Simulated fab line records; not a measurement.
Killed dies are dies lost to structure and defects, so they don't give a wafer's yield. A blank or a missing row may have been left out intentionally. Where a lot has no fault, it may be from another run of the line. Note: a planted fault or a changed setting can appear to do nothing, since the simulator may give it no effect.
fab line records | flow sky130
[record] lots = 12 | wafers = 36 | last_day = 50
route steps=708 shown FIELD_ISO@3 NWELL@79 VT_ADJUST_NCORE@123 SD_N@353 PAD_OPEN@708
lots that met no fault: taken from a fault-free run of the same line
start_h: start of the lot's first displayed wafer, in hours after the record's first day | wait_h: hours since the lot's step before | " identical to the entry in the row above | L1.1+2: a single row standing in for several wafers | - no value present, or no start provided | * or withheld: withheld | < > ~ a bound
route shown NAME@n: names a module that has steps shown in the file, with the first one's number in the route | usual: average and standard deviation across the fault-free wafers | same: alike in all rows | chamber/n: place in a boat | sites: per-site readings | _std_site: how widely they spread, as a standard deviation | _edge_site: the outer-site mean with the inner-site mean subtracted | radius_mm: for every site, how far away it sits from the centre of the wafer | mask NAME#n: copy n | behind: tool/chamber where the wafer was last shaped | hold: what put the lot on hold/how long, in hours/how the hold closed | device: the n, p or np transistor that did not switch | end of line: at the end of the route, the tests of the same wafers | step lacking rows: just its recipe | killed: the dies lost at the first sort to structure and to defects; this is not the yield of the wafer | map: shows each die of a wafer: x if killed, . if not, _ if none is there
set.NAME: setting as actually run; set.NAME@STEP: the setting as run at that earlier step | model.NAME: the simulator's own value behind a step, which no gauge read
the route's steps for a sample of lots (tables are steps, rows are wafers)
services: from which hour (start_h, from the record's first day; less than 0 if before it) a tool's chamber was out of use, for how many hours, and why
[[steps]]
[step SKY_FIELD_ISO_THK_MEAS_02]
[recipe] reads = SiO2_of_FIELD_ISO_OXIDATION_01
[usual] FIELD_ISO_OXIDATION_00_THK = 12.02/0.24
lot.wafer | tool          | chamber | start_h | wait_h | FIELD_ISO_OXIDATION_00_THK[nm]
L509.1    | film_metro-04 | -       | 22.03   | 0.0    | 11.86
L509.4    | "             | -       | "       | "      | 12.00
L509.5    | "             | -       | "       | "      | 11.80
L510.1    | film_metro-01 | -       | 26.63   | 0.0    | 12.38
L510.2    | "             | -       | "       | "      | 12.04
L510.4    | "             | -       | "       | "      | 11.97
L511.1    | film_metro-01 | -       | 31.63   | 0.0    | 12.21
L511.3    | "             | -       | "       | "      | 12.15
L511.4    | "             | -       | "       | "      | 12.09
L512.4    | film_metro-03 | -       | 36.66   | 0.0    | 12.00
L512.5    | "             | -       | "       | "      | 12.06
L512.6    | "             | -       | "       | "      | 11.73
L513.3    | film_metro-03 | -       | 41.65   | 0.0    | 12.24
L513.5    | "             | -       | "       | "      | 12.11
L513.6    | "             | -       | "       | "      | 12.08
L514.4    | film_metro-03 | -       | 46.66   | 0.0    | 11.79
L514.5    | "             | -       | "       | "      | 12.18
L514.6    | "             | -       | "       | "      | 11.94
L515.3    | film_metro-03 | -       | 51.65   | 0.0    | 12.01
L515.4    | "             | -       | "       | "      | 12.14
L515.5    | "             | -       | "       | "      | 12.00
L517.1    | film_metro-03 | -       | 62.86   | 0.0    | 11.79
L517.2    | "             | -       | "       | "      | 12.00
L517.4    | "             | -       | "       | "      | 11.93
L519.1    | film_metro-03 | -       | 72.70   | 0.0    | 12.14
L519.3    | "             | -       | "       | "      | 12.18
L519.5    | "             | -       | "       | "      | 12.39
L521.2    | film_metro-03 | -       | 83.75   | 0.0    | 11.89
L521.3    | "             | -       | "       | "      | 11.70
L521.6    | "             | -       | "       | "      | 11.80
L522.1    | film_metro-04 | -       | 86.65   | 0.0    | 11.93
L522.2    | "             | -       | "       | "      | 11.92
L522.3    | "             | -       | "       | "      | 11.61
L529.1    | film_metro-03 | -       | 122.36  | 0.0    | 12.53
L529.3    | "             | -       | "       | "      | 12.45
L529.4    | "             | -       | "       | "      | 12.64
[step SKY_NWELL_TW_MEAS_26]
[usual] NWELL_2_TW = 499/5.5
lot.wafer | tool          | chamber | start_h | wait_h | NWELL_2_TW
L511.1    | film_metro-03 | -       | 129.53  | 0.1    | 496
L511.3    | "             | -       | "       | "      | 493
L511.4    | "             | -       | "       | "      | 497
L509.1    | film_metro-03 | -       | 132.58  | 0.1    | 496
L509.4    | "             | -       | "       | "      | 491
L509.5    | "             | -       | "       | "      | 496
L510.1    | film_metro-03 | -       | 133.33  | 0.5    | 495
L510.2    | "             | -       | "       | "      | 494
L510.4    | "             | -       | "       | "      | 496
L512.4    | film_metro-03 | -       | 143.27  | 0.1    | 495
L512.5    | "             | -       | "       | "      | 495
L512.6    | "             | -       | "       | "      | 495
L513.3    | film_metro-03 | -       | 143.61  | 0.1    | 499
L513.5    | "             | -       | "       | "      | 496
L513.6    | "             | -       | "       | "      | 499
L514.4    | film_metro-03 | -       | 148.22  | 0.1    | 496
L514.5    | "             | -       | "       | "      | 495
L514.6    | "             | -       | "       | "      | 492
L515.3    | film_metro-03 | -       | 154.01  | 0.1    | 492
L515.4    | "             | -       | "       | "      | 493
L515.5    | "             | -       | "       | "      | 496
L517.1    | film_metro-03 | -       | 165.69  | 0.1    | 494
L517.2    | "             | -       | "       | "      | 496
L517.4    | "             | -       | "       | "      | 494
L519.1    | film_metro-01 | -       | 176.24  | 0.1    | 504
L519.3    | "             | -       | "       | "      | 505
L519.5    | "             | -       | "       | "      | 506
L521.2    | film_metro-02 | -       | 191.84  | 0.1    | 506
L521.3    | "             | -       | "       | "      | 512
L521.6    | "             | -       | "       | "      | 509
L522.1    | film_metro-02 | -       | 195.74  | 0.1    | 505
L522.2    | "             | -       | "       | "      | 504
L522.3    | "             | -       | "       | "      | 502
L529.1    | film_metro-01 | -       | 240.54  | 0.1    | 501
L529.3    | "             | -       | "       | "      | 500
L529.4    | "             | -       | "       | "      | 502
[step SKY_VT_ADJUST_NCORE_EXPOSE_04]
[recipe] mask_id = LVTN_COMPLEMENT_THIN | na = 0.6 | source_shape = conventional | sigma_outer = 0.6 | polarization = unpolarized | target_cd_nm = 380 | dose_mj = 139
[usual] stage_vel_mm_s = 499.95/0.24
[same] sigma_outer = 0.6
lot.wafer | tool             | chamber | start_h | wait_h | mask                   | stage_vel_mm_s
L511.1    | iline_stepper-02 | 0       | 203.34  | -      | LVTN_COMPLEMENT_THIN#0 | 500.06
L511.3    | "                | 0       | "       | "      | LVTN_COMPLEMENT_THIN#0 | 499.75
L511.4    | "                | 0       | "       | "      | LVTN_COMPLEMENT_THIN#0 | 499.91
L509.1    | iline_stepper-02 | 0       | 205.14  | -      | LVTN_COMPLEMENT_THIN#0 | 499.54
L509.4    | "                | 0       | "       | "      | LVTN_COMPLEMENT_THIN#0 | 500.15
L509.5    | "                | 0       | "       | "      | LVTN_COMPLEMENT_THIN#0 | 499.97
L510.1    | iline_stepper-02 | 0       | 206.93  | -      | LVTN_COMPLEMENT_THIN#0 | 499.68
L510.2    | "                | 0       | "       | "      | LVTN_COMPLEMENT_THIN#0 | 500.19
L510.4    | "                | 0       | "       | "      | LVTN_COMPLEMENT_THIN#0 | 500.14
L512.4    | iline_stepper-01 | 0       | 218.28  | -      | LVTN_COMPLEMENT_THIN#0 | 500.00
L512.5    | "                | 0       | "       | "      | LVTN_COMPLEMENT_THIN#0 | 499.96
L512.6    | "                | 0       | "       | "      | LVTN_COMPLEMENT_THIN#0 | 500.07
L513.3    | iline_stepper-01 | 0       | 218.88  | -      | LVTN_COMPLEMENT_THIN#0 | 499.81
L513.5    | "                | 0       | "       | "      | LVTN_COMPLEMENT_THIN#0 | 500.07
L513.6    | "                | 0       | "       | "      | LVTN_COMPLEMENT_THIN#0 | 499.94
L514.4    | iline_stepper-01 | 0       | 223.35  | -      | LVTN_COMPLEMENT_THIN#0 | 499.82
L514.5    | "                | 0       | "       | "      | LVTN_COMPLEMENT_THIN#0 | 499.80
L514.6    | "                | 0       | "       | "      | LVTN_COMPLEMENT_THIN#0 | 499.61
L515.3    | iline_stepper-01 | 0       | 230.63  | -      | LVTN_COMPLEMENT_THIN#0 | 499.97
L515.4    | "                | 0       | "       | "      | LVTN_COMPLEMENT_THIN#0 | 499.93
L515.5    | "                | 0       | "       | "      | LVTN_COMPLEMENT_THIN#0 | 499.95
L517.1    | iline_stepper-01 | 0       | 243.07  | -      | LVTN_COMPLEMENT_THIN#0 | 499.95
L517.2    | "                | 0       | "       | "      | LVTN_COMPLEMENT_THIN#0 | 499.89
L517.4    | "                | 0       | "       | "      | LVTN_COMPLEMENT_THIN#0 | 499.75
L519.1    | iline_stepper-01 | 0       | 256.02  | -      | LVTN_COMPLEMENT_THIN#0 | 499.82
L519.3    | "                | 0       | "       | "      | LVTN_COMPLEMENT_THIN#0 | 499.91
L519.5    | "                | 0       | "       | "      | LVTN_COMPLEMENT_THIN#0 | 499.66
L521.2    | iline_stepper-02 | 0       | 274.03  | -      | LVTN_COMPLEMENT_THIN#0 | 499.61
L521.3    | "                | 0       | "       | "      | LVTN_COMPLEMENT_THIN#0 | 500.19
L521.6    | "                | 0       | "       | "      | LVTN_COMPLEMENT_THIN#0 | 500.08
L522.1    | iline_stepper-02 | 0       | 279.94  | -      | LVTN_COMPLEMENT_THIN#0 | 499.70
L522.2    | "                | 0       | "       | "      | LVTN_COMPLEMENT_THIN#0 | 499.65
L522.3    | "                | 0       | "       | "      | LVTN_COMPLEMENT_THIN#0 | 499.64
L529.1    | iline_stepper-02 | 0       | 332.67  | -      | LVTN_COMPLEMENT_THIN#0 | 499.65
L529.3    | "                | 0       | "       | "      | LVTN_COMPLEMENT_THIN#0 | 499.83
L529.4    | "                | 0       | "       | "      | LVTN_COMPLEMENT_THIN#0 | 500.38
[step SKY_VT_ADJUST_NCORE_OVL_MEAS_08]
[usual] VT_ADJUST_NCORE_OVL = -0.2/1.4
lot.wafer | tool       | chamber | start_h | wait_h | VT_ADJUST_NCORE_OVL[nm]
L511.1    | overlay-02 | -       | 213.96  | 0.1    | 1.5
L511.3    | "          | -       | "       | "      | -0.2
L511.4    | "          | -       | "       | "      | 0.1
L509.1    | overlay-02 | -       | 215.97  | 0.1    | 0.9
L509.4    | "          | -       | "       | "      | 1.9
L509.5    | "          | -       | "       | "      | 2.6
L510.1    | overlay-01 | -       | 217.77  | 0.1    | 1.6
L510.2    | "          | -       | "       | "      | 2.4
L510.4    | "          | -       | "       | "      | -0.1
L512.4    | overlay-02 | -       | 229.53  | 0.1    | -1.5
L512.5    | "          | -       | "       | "      | -1.0
L512.6    | "          | -       | "       | "      | -3.3
L513.3    | overlay-01 | -       | 230.12  | 0.1    | 1.1
L513.5    | "          | -       | "       | "      | 1.2
L513.6    | "          | -       | "       | "      | -2.1
L514.4    | overlay-01 | -       | 234.23  | 0.1    | -193.0
L514.5    | "          | -       | "       | "      | -192.6
L514.6    | "          | -       | "       | "      | -193.5
L515.3    | overlay-01 | -       | 242.03  | 0.1    | -191.0
L515.4    | "          | -       | "       | "      | -190.6
L515.5    | "          | -       | "       | "      | -189.3
L517.1    | overlay-01 | -       | 255.66  | 0.1    | -192.0
L517.2    | "          | -       | "       | "      | -192.6
L517.4    | "          | -       | "       | "      | -192.4
L519.1    | overlay-02 | -       | 268.61  | 0.1    | -191.2
L519.3    | "          | -       | "       | "      | -190.6
L519.5    | "          | -       | "       | "      | -190.7
L521.2    | overlay-01 | -       | 286.47  | 0.1    | 1.5
L521.3    | "          | -       | "       | "      | -1.7
L521.6    | "          | -       | "       | "      | 0.9
L522.1    | overlay-01 | -       | 292.71  | 0.1    | 2.1
L522.2    | "          | -       | "       | "      | 0.9
L522.3    | "          | -       | "       | "      | 0.7
L529.1    | overlay-01 | -       | 346.72  | 0.1    | -0.9
L529.3    | "          | -       | "       | "      | -0.7
L529.4    | "          | -       | "       | "      | 0.3
[step SKY_SD_N_STRIP_11]
[recipe] chemistry = O2/N2 | power_w = 1400 | pressure_mtorr = 1500 | platen_temp_c = withheld | o2_flow_sccm = 3000 | n2_flow_sccm = 300 | overash_fraction = 0.5
[usual] drypump_motor_current_A = 5.8/0.32 | oes_product_au = 0.528/0.0042 | strip_time_to_endpoint_s = 22.54/0.051
lot.wafer | tool            | chamber | start_h | wait_h | drypump_motor_current_A | oes_product_au | rf_hours_counter_h | strip_time_to_endpoint_s
L511.1    | plasma_asher-02 | 0       | 689.15  | 0.1    | 5.4                     | 0.527          | 57                 | 22.53
L511.3    | "               | 1       | "       | "      | 6.1                     | 0.530          | -                  | 22.56
L511.4    | "               | 0       | "       | "      | 5.4                     | 0.536          | -                  | 22.56
L509.1    | plasma_asher-02 | 1       | 694.05  | 0.1    | 6.0                     | 0.519          | 57                 | 22.50
L509.4    | "               | 1       | "       | "      | 6.0                     | 0.532          | -                  | 22.45
L509.5    | "               | 0       | "       | "      | 5.4                     | 0.538          | -                  | 22.45
L510.1    | plasma_asher-02 | 1       | 699.10  | 0.1    | 6.1                     | 0.524          | 57                 | 22.50
L510.2    | "               | 0       | "       | "      | 5.4                     | 0.525          | 57                 | 22.54
L510.4    | "               | 0       | "       | "      | 5.4                     | 0.529          | -                  | 22.50
L513.3    | plasma_asher-01 | 1       | 707.74  | 0.1    | 6.3                     | 0.531          | -                  | 22.55
L513.5    | "               | 1       | "       | "      | 6.3                     | 0.532          | -                  | 22.59
L513.6    | "               | 0       | "       | "      | 5.7                     | 0.524          | -                  | 22.54
L512.4    | plasma_asher-02 | 1       | 708.18  | 0.1    | 6.0                     | 0.527          | -                  | 22.57
L512.5    | "               | 0       | "       | "      | 5.4                     | 0.526          | -                  | 22.56
L512.6    | "               | 1       | "       | "      | 6.0                     | 0.530          | -                  | 22.53
L514.4    | plasma_asher-02 | 0       | 712.19  | 0.1    | 5.4                     | 0.534          | -                  | 22.52
L514.5    | "               | 1       | "       | "      | 6.1                     | 0.523          | -                  | 22.50
L514.6    | "               | 0       | "       | "      | 5.4                     | 0.525          | -                  | 22.55
L515.3    | plasma_asher-01 | 0       | 722.64  | 0.1    | 5.7                     | 0.531          | -                  | 22.57
L515.4    | "               | 1       | "       | "      | 6.3                     | 0.528          | -                  | 22.56
L515.5    | "               | 1       | "       | "      | 6.3                     | 0.525          | -                  | 22.57
L517.1    | plasma_asher-03 | 0       | 741.80  | 0.1    | 5.5                     | 0.533          | 91                 | 22.65
L517.2    | "               | 1       | "       | "      | 5.6                     | 0.535          | 91                 | 22.63
L517.4    | "               | 1       | "       | "      | 5.6                     | 0.532          | -                  | 22.58
L519.1    | plasma_asher-02 | 1       | 753.35  | 0.1    | 6.0                     | 0.526          | 64                 | 22.45
L519.3    | "               | 0       | "       | "      | 5.4                     | 0.532          | -                  | 22.39
L519.5    | "               | 1       | "       | "      | 6.0                     | 0.525          | -                  | 22.42
L521.2    | plasma_asher-02 | 1       | 763.90  | 0.1    | 6.0                     | 0.528          | 65                 | 22.60
L521.3    | "               | 1       | "       | "      | 6.0                     | 0.524          | -                  | 22.61
L521.6    | "               | 1       | "       | "      | 6.0                     | 0.527          | -                  | 22.64
L522.1    | plasma_asher-01 | 1       | 774.10  | 0.1    | 6.3                     | 0.527          | 32                 | 22.55
L522.2    | "               | 0       | "       | "      | 5.7                     | 0.525          | 32                 | 22.54
L522.3    | "               | 1       | "       | "      | 6.3                     | 0.524          | -                  | 22.53
L529.1    | plasma_asher-02 | 0       | 823.75  | 0.1    | 5.4                     | 0.521          | 70                 | 22.52
L529.3    | "               | 0       | "       | "      | 5.4                     | 0.532          | -                  | 22.52
L529.4    | "               | 1       | "       | "      | 6.1                     | 0.527          | -                  | 22.49
[step SKY_PAD_OPEN_PROBE_99]
[usual] killed_at_M0_to_M3 = 44/6.7 | killed_at_M4_up = 3.1/1.8 | killed_at_contacts = 24/5.1 | killed_at_front_end = 16/4.7 | killed_at_other = 0.3/0.59 | killed_dies = 88/9.6 | killed_open = 48/7.3 | killed_short = 39/6.5
[same] gross_dies = 492 | killed_at_back_side = 0
lot.wafer | tool      | chamber | start_h | wait_h | killed_at_M0_to_M3 | killed_at_M4_up | killed_at_contacts | killed_at_front_end | killed_at_other | killed_dies | killed_open | killed_short
L514.4    | prober-02 | -       | 1129.07 | 0.2    | 38                 | 1               | 23                 | 21                  | 1               | 84          | 47          | 33
L514.6    | prober-02 | -       | 1129.17 | 0.2    | 49                 | 1               | 26                 | 18                  | 0               | 94          | 46          | 40
L515.4    | prober-01 | -       | 1131.42 | 0.2    | 41                 | 3               | 25                 | 19                  | 0               | 88          | 30          | 49
L515.5    | prober-01 | -       | 1131.47 | 0.2    | 52                 | 2               | 25                 | 21                  | 0               | 100         | 53          | 39
L517.1    | prober-01 | -       | 1142.66 | 0.1    | 45                 | 4               | 22                 | 27                  | 1               | 99          | 39          | 50
L517.2    | prober-01 | -       | 1142.71 | 0.1    | 37                 | 1               | 24                 | 20                  | 1               | 83          | 45          | 30
L517.4    | prober-01 | -       | 1142.81 | 0.2    | 42                 | 2               | 35                 | 27                  | 2               | 108         | 59          | 39
L519.1    | prober-01 | -       | 1154.91 | 0.1    | 43                 | 4               | 30                 | 21                  | 0               | 98          | 52          | 42
L519.3    | prober-01 | -       | 1155.01 | 0.2    | 36                 | 0               | 15                 | 21                  | 0               | 72          | 34          | 34
L519.5    | prober-01 | -       | 1155.11 | 0.2    | 57                 | 3               | 24                 | 21                  | 0               | 105         | 50          | 50
// killed by level:class
L514.4 CONTACT:geometric_particle:open=9 VIA1:geometric_particle:open=9 FIELD_ISO:geometric_particle:open=6 CONTACT:geometric_particle:short=6 VIA2:geometric_particle:open=6 VIA3:geometric_particle:open=5 POLY_GATE:geometric_particle:open=4 LI_CONTACT:geometric_particle:open=4
L514.6 VIA1:geometric_particle:open=10 LI_CONTACT:geometric_particle:open=8 VIA2:geometric_particle:open=8 VT_ADJUST_NCORE:overlay=8 FIELD_ISO:geometric_particle:short=7 VIA3:geometric_particle:open=7 CONTACT:geometric_particle:open=7 VIA1:geometric_particle:short=5
L515.4 VT_ADJUST_NCORE:overlay=9 VIA1:geometric_particle:open=8 METAL1:geometric_particle:short=7 CONTACT:geometric_particle:short=6 LI_CONTACT:geometric_particle:open=5 LOCAL_INTERCONNECT:geometric_particle:short=5 METAL3:geometric_particle:short=5 LI_CONTACT:geometric_particle:short=4
L515.5 CONTACT:geometric_particle:open=13 VIA1:geometric_particle:open=12 VIA2:geometric_particle:open=10 METAL1:geometric_particle:short=8 VT_ADJUST_NCORE:overlay=8 METAL2:geometric_particle:short=6 FIELD_ISO:geometric_particle:short=5 CONTACT:geometric_particle:short=5
L517.1 VIA1:geometric_particle:open=11 VT_ADJUST_NCORE:overlay=10 METAL1:geometric_particle:short=7 VIA1:geometric_particle:short=7 CONTACT:geometric_particle:open=6 POLY_GATE:geometric_particle:short=5 POLY_GATE:geometric_particle:open=5 CONTACT:geometric_particle:short=5
L517.2 VIA1:geometric_particle:open=8 VIA2:geometric_particle:open=8 CONTACT:geometric_particle:open=7 LI_CONTACT:geometric_particle:open=6 VIA3:geometric_particle:open=6 FIELD_ISO:geometric_particle:short=5 METAL2:geometric_particle:short=5 CONTACT:geometric_particle:short=4
L517.4 CONTACT:geometric_particle:open=15 VIA2:geometric_particle:open=9 VT_ADJUST_NCORE:overlay=8 LI_CONTACT:geometric_particle:open=7 VIA1:geometric_particle:open=7 VIA3:geometric_particle:open=6 FIELD_ISO:geometric_particle:open=5 LI_CONTACT:geometric_particle:short=5
L519.1 VIA1:geometric_particle:open=11 LI_CONTACT:geometric_particle:open=9 VIA2:geometric_particle:open=9 CONTACT:geometric_particle:open=8 CONTACT:geometric_particle:short=7 FIELD_ISO:geometric_particle:open=6 METAL2:geometric_particle:short=5 POLY_GATE:geometric_particle:short=5
L519.3 METAL2:geometric_particle:short=11 CONTACT:geometric_particle:open=8 VIA1:geometric_particle:open=7 FIELD_ISO:geometric_particle:open=6 FIELD_ISO:geometric_particle:short=5 VIA3:geometric_particle:open=5 VIA2:geometric_particle:open=4 VT_ADJUST_NCORE:overlay=4
L519.5 CONTACT:geometric_particle:open=12 VIA1:geometric_particle:open=11 METAL1:geometric_particle:short=10 VIA3:geometric_particle:open=7 FIELD_ISO:geometric_particle:short=6 VIA2:geometric_particle:open=6 LI_CONTACT:geometric_particle:short=5 VIA2:geometric_particle:short=5
[[services]]
tool             | chamber | start_h | hours | kind
iline_stepper-01 | -       | 189.03  | 28.9  | pm
plasma_asher-02  | -       | 203.30  | 2.8   | pm
iline_stepper-02 | -       | 217.92  | 1.7   | pm
iline_stepper-01 | -       | 277.09  | 1.7   | pm
iline_stepper-02 | -       | 303.36  | 4.4   | pm
iline_stepper-02 | -       | 313.79  | 2.1   | pm
iline_stepper-01 | -       | 357.85  | 1.2   | repair
plasma_asher-02  | -       | 382.76  | 7.7   | repair
iline_stepper-02 | -       | 411.79  | 1.7   | pm
iline_stepper-01 | -       | 417.13  | 10.2  | repair
plasma_asher-01  | -       | 421.25  | 9.0   | pm
iline_stepper-02 | -       | 427.38  | 8.9   | pm
iline_stepper-02 | -       | 429.16  | 9.2   | repair
iline_stepper-01 | -       | 495.34  | 1.7   | pm
plasma_asher-01  | -       | 502.89  | 5.2   | repair
iline_stepper-02 | -       | 538.45  | 8.3   | repair
plasma_asher-01  | -       | 574.63  | 5.2   | repair
plasma_asher-02  | -       | 619.51  | 1.0   | repair
iline_stepper-02 | -       | 629.87  | 1.7   | pm
iline_stepper-02 | -       | 712.19  | 3.6   | repair
iline_stepper-02 | -       | 741.79  | 12.0  | repair
iline_stepper-01 | -       | 762.22  | 4.4   | pm
plasma_asher-02  | -       | 795.95  | 7.0   | repair
iline_stepper-01 | -       | 809.16  | 5.7   | repair
[[key]]
[first_sign] step = SKY_VT_ADJUST_NCORE_OVL_MEAS_08 | reading = VT_ADJUST_NCORE_OVL | direction = down | sigmas = 99+ | usual = -0.2 | struck = -191.6
[effect] step = SKY_PAD_OPEN_PROBE_99 | reading = killed_at_front_end | direction = up | sigmas = 1.2 | usual = 16 | struck = 22 | wafers_moved = 1
met_at SKY_VT_ADJUST_NCORE_EXPOSE_04
struck_lots L514,L515,L517,L519
rows_end L514.5,L515.3
tester_left_out L514,L515,L517,L519
not_acting_at SKY_FIELD_ISO_THK_MEAS_02,SKY_NWELL_TW_MEAS_26,SKY_SD_N_STRIP_11
onset_between 218.88 223.35
[fault] kind = scanner_matching_overlay | tool = iline_stepper-01 | chamber = - | onset_h = 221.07 | steps = SKY_VT_ADJUST_NCORE_EXPOSE_04 | offset = -191.67
// tester_left_out: of these lots the tester's yield and bins aren't shown, on N5 and GAA mostly nor the transistor test; their killed dies are dies lost to structure and defects alone, not to doping, threshold or leakage, so they don't give the yield
// rows_end: these wafers met a further fault down the route, and their rows from its step on are left out
